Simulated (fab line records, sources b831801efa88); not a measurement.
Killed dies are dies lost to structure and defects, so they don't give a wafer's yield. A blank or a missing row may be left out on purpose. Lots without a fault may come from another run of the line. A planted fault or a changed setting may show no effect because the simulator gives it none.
Which tool did it? | flow sfq_line | 13 lots, 39 wafers sampled, at 6 steps of a route of 325

WHAT THE GAUGES READ, wafer by wafer
The record holds no reading of a measuring or inspecting step that can be judged against a usual standard deviation.

WHICH TOOL RAN EACH LOT (tool, then ch and the chambers of the sampled wafers, then the start)
lot  | SFQ_TRILAYER_L0_DEP_SPUTTER_003 | SFQ_TRILAYER_I0_CMP_CMP_028   | SFQ_TRILAYER_I0_METRO_MEASURE_029 | SFQ_TRILAYER_I0_VIA_ETCH_VIA_ETCH_034 | SFQ_TRILAYER_M1_BARC_OPEN_METAL_ETCH_054 | SFQ_TRILAYER_I1_DEP_PECVD_045
L159 | pvd_sputter-06, day 1 17:29     | cmp-02 ch 0,3, day 12 04:00   | film_metro-04, day 12 06:37       | rie_diel-03 ch 2,3, day 17 08:15      | rie_metal-04 ch 0,1, day 23 15:53        | pecvd-03 ch 1,2, day 23 16:51
L160 | pvd_sputter-04, day 1 22:29     | cmp-02 ch 0,1, day 12 08:13   | film_metro-04, day 12 11:32       | rie_diel-04 ch 1,3, day 17 15:27      | rie_metal-02 ch 0,1, day 24 02:10        | pecvd-01 ch 0,2, day 24 03:08
L161 | pvd_sputter-04, day 2 03:29     | cmp-02 ch 0,1,3, day 12 19:26 | film_metro-04, day 12 21:28       | rie_diel-03 ch 0,2,3, day 18 05:51    | rie_metal-03 ch 0,1, day 24 20:11        | pecvd-04 ch 0,1,2, day 24 21:18
L162 | pvd_sputter-03, day 2 08:29     | cmp-02 ch 0,2, day 13 01:41   | film_metro-03, day 13 04:49       | rie_diel-02 ch 0,2,3, day 18 16:53    | rie_metal-03 ch 0,1, day 25 05:46        | pecvd-03 ch 1,2, day 25 06:44
L172 | pvd_sputter-06, day 4 10:29     | cmp-02 ch 1,2, day 16 22:56   | film_metro-03, day 17 01:58       | rie_diel-04 ch 2,3, day 23 06:20      | rie_metal-03 ch 0,1, day 29 08:26        | pecvd-01 ch 1,2, day 29 09:23
L173 | pvd_sputter-04, day 4 15:29     | cmp-01 ch 1,2,3, day 17 04:26 | film_metro-04, day 17 07:34       | rie_diel-04 ch 0,1,3, day 23 14:44    | rie_metal-02 ch 0,1, day 29 15:37        | pecvd-01 ch 0,1,2, day 29 16:45
L174 | pvd_sputter-04, day 4 20:29     | cmp-02 ch 1,2,3, day 17 14:34 | film_metro-01, day 17 17:11       | rie_diel-02 ch 1,3, day 24 05:49      | rie_metal-04 ch 0,1, day 30 12:08        | pecvd-04 ch 0,1,2, day 30 13:07
L175 | pvd_sputter-04, day 5 01:29     | cmp-01 ch 0,1,2, day 18 02:32 | film_metro-03, day 18 05:10       | rie_diel-04 ch 0,2, day 24 17:49      | rie_metal-04 ch 0,1, day 31 09:52        | pecvd-03 ch 0,1,2, day 31 10:49
L176 | pvd_sputter-06, day 5 06:29     | cmp-02 ch 2,3, day 18 13:42   | film_metro-03, day 18 16:49       | rie_diel-04 ch 0,2,3, day 25 03:25    | rie_metal-03 ch 0,1, day 31 19:28        | pecvd-03 ch 0,2, day 31 20:26
L177 | pvd_sputter-06, day 5 11:29     | cmp-02 ch 1,3, day 19 02:47   | film_metro-01, day 19 05:24       | rie_diel-02 ch 0,1,2, day 25 20:20    | rie_metal-02 ch 0, day 32 11:11          | pecvd-04 ch 0,2, day 32 12:10
L179 | pvd_sputter-04, day 5 21:29     | cmp-02 ch 0,1,2, day 19 19:05 | film_metro-01, day 19 22:36       | rie_diel-04 ch 0,1,2, day 26 11:56    | rie_metal-02 ch 0,1, day 33 01:37        | pecvd-03 ch 0,2, day 33 02:33
L180 | pvd_sputter-03, day 6 02:29     | cmp-02 ch 0,2, day 20 03:36   | film_metro-01, day 20 06:55       | rie_diel-02 ch 1,3, day 26 17:56      | rie_metal-02 ch 0,1, day 33 06:23        | pecvd-01 ch 0,2, day 33 07:21
L181 | pvd_sputter-03, day 6 07:29     | cmp-02 ch 0,2, day 20 13:12   | film_metro-01, day 20 16:19       | rie_diel-04 ch 1,2, day 27 00:04      | rie_metal-04 ch 0,1, day 33 12:23        | pecvd-03 ch 0,1, day 33 13:22
- SFQ_TRILAYER_L0_DEP_SPUTTER_003: material MoNx KI, target thk 40 nm, time 100 s.
- SFQ_TRILAYER_I0_CMP_CMP_028: polishes SiO2.
- SFQ_TRILAYER_I0_METRO_MEASURE_029
- SFQ_TRILAYER_I0_VIA_ETCH_VIA_ETCH_034: etches SiO2 in CHF3, stops on Nb, target depth 260 nm.
- SFQ_TRILAYER_M1_BARC_OPEN_METAL_ETCH_054: etches BARC in O2, target depth 125 nm, time 41.7 s.
- SFQ_TRILAYER_I1_DEP_PECVD_045: deposits SiO2 from SiH4/N2O, time 111.11 s, target thk 500 nm.

WHAT THE TOOLS THEMSELVES READ (means of the sampled wafers that have a number; where no wafer has one, the mark that the record gives instead)
SFQ_TRILAYER_L0_DEP_SPUTTER_003. Usual: throttle_valve_pct 29.7 %, standard deviation 1.3.
lot  | tool           | throttle_valve_pct (%) | flag
L159 | pvd_sputter-06 | 30.0                   |
L160 | pvd_sputter-04 | 28.5                   |
L161 | pvd_sputter-04 | 29.2                   |
L162 | pvd_sputter-03 | 29.1                   |
L172 | pvd_sputter-06 | 30.9                   |
L173 | pvd_sputter-04 | 29.7                   |
L174 | pvd_sputter-04 | 30.8                   |
L175 | pvd_sputter-04 | 30.0                   |
L176 | pvd_sputter-06 | 30.7                   |
L177 | pvd_sputter-06 | 30.4                   |
L179 | pvd_sputter-04 | 28.0                   |
L180 | pvd_sputter-03 | 30.4                   |
L181 | pvd_sputter-03 | 28.8                   |

SFQ_TRILAYER_I0_CMP_CMP_028. Usual: edge_zone_pressure_frac 0.999, standard deviation 0.0051; motor_current_A 9.3 A, standard deviation 0.79; time_to_endpoint_s 213 s, standard deviation 9.2.
lot  | tool   | edge_zone_pressure_frac | motor_current_A (A) | time_to_endpoint_s (s) | flag
L159 | cmp-02 | 0.996                   | 9.1                 | 208                    |
L160 | cmp-02 | 1.001                   | 9.4                 | 211                    |
L161 | cmp-02 | 0.996                   | 9.5                 | 220                    |
L162 | cmp-02 | 1.011                   | 8.7                 | 203                    |
L172 | cmp-02 | 0.995                   | 9.5                 | 223                    |
L173 | cmp-01 | 0.997                   | 9.7                 | 217                    |
L174 | cmp-02 | 0.997                   | 9.2                 | 200                    |
L175 | cmp-01 | 1.002                   | 9.5                 | 215                    |
L176 | cmp-02 | 1.002                   | 8.8                 | 202                    |
L177 | cmp-02 | 1.000                   | 9.8                 | 212                    |
L179 | cmp-02 | 1.003                   | 9.2                 | 218                    |
L180 | cmp-02 | 0.998                   | 8.7                 | 210                    |
L181 | cmp-02 | 0.996                   | 8.8                 | 213                    |

SFQ_TRILAYER_I0_METRO_MEASURE_029. Usual: thk_nm 200.0 nm, standard deviation 1.2.
lot  | tool          | thk_nm (nm) | flag
L159 | film_metro-04 | 199.7       |
L160 | film_metro-04 | 200.7       |
L161 | film_metro-04 | 198.9       |
L162 | film_metro-03 | 204.2       | OFF
L172 | film_metro-03 | 201.4       |
L173 | film_metro-04 | 200.8       |
L174 | film_metro-01 | 199.1       |
L175 | film_metro-03 | 201.0       |
L176 | film_metro-03 | 198.9       |
L177 | film_metro-01 | 199.6       |
L179 | film_metro-01 | 200.4       |
L180 | film_metro-01 | 199.7       |
L181 | film_metro-01 | 199.7       |

SFQ_TRILAYER_I0_VIA_ETCH_VIA_ETCH_034. Usual: bias_w 80.00 W, standard deviation 0.25; drypump_motor_current_A 5.6 A, standard deviation 0.45; oes_product_au 0.854 a.u., standard deviation 0.0047.
lot  | tool        | bias_w (W) | drypump_motor_current_A (A) | oes_product_au (a.u.) | flag
L159 | rie_diel-03 | 79.94      | 5.6                         | 0.852                 |
L160 | rie_diel-04 | 79.68      | 5.7                         | 0.855                 |
L161 | rie_diel-03 | 79.90      | 5.4                         | 0.848                 |
L162 | rie_diel-02 | 80.39      | 5.6                         | 0.868                 |
L172 | rie_diel-04 | 79.85      | 5.9                         | 0.855                 |
L173 | rie_diel-04 | 80.00      | 5.6                         | 0.854                 |
L174 | rie_diel-02 | 80.04      | 5.7                         | 0.857                 |
L175 | rie_diel-04 | 79.88      | 5.4                         | 0.856                 |
L176 | rie_diel-04 | 79.87      | 5.6                         | 0.854                 |
L177 | rie_diel-02 | 80.22      | 5.3                         | 0.852                 |
L179 | rie_diel-04 | 80.02      | 5.7                         | 0.853                 |
L180 | rie_diel-02 | 79.98      | 5.4                         | 0.854                 |
L181 | rie_diel-04 | 79.99      | 6.0                         | 0.851                 |

SFQ_TRILAYER_M1_BARC_OPEN_METAL_ETCH_054. Usual: bias_w 79.98 W, standard deviation 0.22; drypump_motor_current_A 5.5 A, standard deviation 0.3; oes_product_au 0.686 a.u., standard deviation 0.0045.
lot  | tool         | bias_w (W) | drypump_motor_current_A (A) | oes_product_au (a.u.) | flag
L159 | rie_metal-04 | 80.03      | 5.4                         | 0.686                 |
L160 | rie_metal-02 | 79.98      | 5.7                         | 0.684                 |
L161 | rie_metal-03 | 80.04      | 5.5                         | 0.684                 |
L162 | rie_metal-03 | 80.07      | 5.5                         | 0.687                 |
L172 | rie_metal-03 | 79.79      | 5.2                         | 0.686                 |
L173 | rie_metal-02 | 79.93      | 5.8                         | 0.684                 |
L174 | rie_metal-04 | 80.27      | 5.3                         | 0.684                 |
L175 | rie_metal-04 | 79.75      | 5.4                         | 0.682                 |
L176 | rie_metal-03 | 79.90      | 5.2                         | 0.690                 |
L177 | rie_metal-02 | 80.05      | 5.7                         | 0.688                 |
L179 | rie_metal-02 | 79.89      | 5.7                         | 0.681                 |
L180 | rie_metal-02 | 80.04      | 5.8                         | 0.683                 |
L181 | rie_metal-04 | 80.08      | 5.3                         | 0.689                 |

SFQ_TRILAYER_I1_DEP_PECVD_045. Usual: heater_power_w 90 W, standard deviation 19; throttle_valve_pct 24.0 %, standard deviation 1.
lot  | tool     | heater_power_w (W) | throttle_valve_pct (%) | flag
L159 | pecvd-03 | 76                 | 23.3                   |
L160 | pecvd-01 | 79                 | 25.3                   |
L161 | pecvd-04 | 105                | 24.2                   |
L162 | pecvd-03 | 72                 | 24.4                   |
L172 | pecvd-01 | 85                 | 23.5                   |
L173 | pecvd-01 | 83                 | 23.6                   |
L174 | pecvd-04 | 103                | 24.7                   |
L175 | pecvd-03 | 86                 | 24.3                   |
L176 | pecvd-03 | 88                 | 23.1                   |
L177 | pecvd-04 | 95                 | 24.8                   |
L179 | pecvd-03 | 96                 | 23.6                   |
L180 | pecvd-01 | 73                 | 23.5                   |
L181 | pecvd-03 | 97                 | 24.8                   |

THE ANSWER, worked out from the rows above alone
Rule: a lot is off if the mean of its wafers that have a number lies more than 3 standard deviations from the usual mean. A lot without any number at a reading at which 4 lots or more have one is off too. The other lots that the step has rows for count as sound. The gauges are gone through in route order, then the tools' own readings, and for those a lot's mean is taken as printed above. The first step at which some lot is off is used, and at that step the reading that is off furthest; a lot without a number counts as furthest.
Off: L162, at SFQ_TRILAYER_I0_METRO_MEASURE_029 (thk_nm).
A tool fits if, at that step or a process step before it, it ran every lot that is off, and no sound lot after the first of them. None of those tried fits.

WHAT THE SIMULATOR HAD PUT IN
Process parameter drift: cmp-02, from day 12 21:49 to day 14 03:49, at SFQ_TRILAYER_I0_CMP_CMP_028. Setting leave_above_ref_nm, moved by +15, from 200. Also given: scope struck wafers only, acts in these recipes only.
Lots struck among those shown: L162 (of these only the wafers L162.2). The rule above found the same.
